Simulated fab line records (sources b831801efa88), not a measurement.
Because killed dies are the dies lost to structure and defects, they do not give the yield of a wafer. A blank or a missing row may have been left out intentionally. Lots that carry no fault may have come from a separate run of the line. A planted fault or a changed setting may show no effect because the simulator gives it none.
Matching of chambers || flow sky130 || SKY_VIA1_CMP_24 on cmp-02: 4 sister chambers
The step polishes, stops on SiO2, t overpolish 15 s, target thk 0 nm. 4 wafers are shown with their chamber, then 7 later ones without.

== EACH WAFER AND ITS CHAMBER ==
{"wafer": "L299.5", "chamber": 0, "motor-current-A (A)": 12.1}
{"wafer": "L308.6", "chamber": 2, "motor-current-A (A)": 11.4}
{"wafer": "L312.1", "chamber": 1, "motor-current-A (A)": 12.0}
{"wafer": "L312.3", "chamber": 3, "motor-current-A (A)": 10.7}

== WAFERS WITHOUT THEIR CHAMBER ==
{"wafer": "L312.4", "motor-current-A (A)": 11.8}
{"wafer": "L314.3", "motor-current-A (A)": 10.4}
{"wafer": "L314.4", "motor-current-A (A)": 11.7}
{"wafer": "L314.6", "motor-current-A (A)": 12.2}
{"wafer": "L317.1", "motor-current-A (A)": 11.6}
{"wafer": "L317.4", "motor-current-A (A)": 11.4}
{"wafer": "L317.5", "motor-current-A (A)": 11.2}

== WHICH CHAMBER EACH WENT THROUGH ==
{"wafer": "L312.4", "from the rows above": "can't be placed: 1 or 0 or 2", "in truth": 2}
{"wafer": "L314.3", "from the rows above": 3, "in truth": 3}
{"wafer": "L314.4", "from the rows above": "can't be placed: 2 or 1 or 0", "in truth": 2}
{"wafer": "L314.6", "from the rows above": "can't be placed: 0 or 1", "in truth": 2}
{"wafer": "L317.1", "from the rows above": "can't be placed: 2 or 1 or 0", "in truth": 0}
{"wafer": "L317.4", "from the rows above": 2, "in truth": 2}
{"wafer": "L317.5", "from the rows above": "can't be placed: 2 or 3", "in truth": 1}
2 of 7 placed correctly. Not placeable from these rows: 5 (in 3, the candidates include the true chamber). 0 placed wrongly.
How it was worked out, from the rows above alone: a wafer's distance from a chamber is the root of the sum, over the readings, of the square of ((its reading less the chamber's mean) divided by the reading's scatter). If the next closest chamber is less than 2 further off than the closest, the wafer can't be placed; otherwise it belongs to the closest. Each chamber's mean is taken over the wafers shown for it. The scatter: with one shown wafer a chamber, the root of the mean of the squares of how far each hidden wafer lies from its nearest shown one.
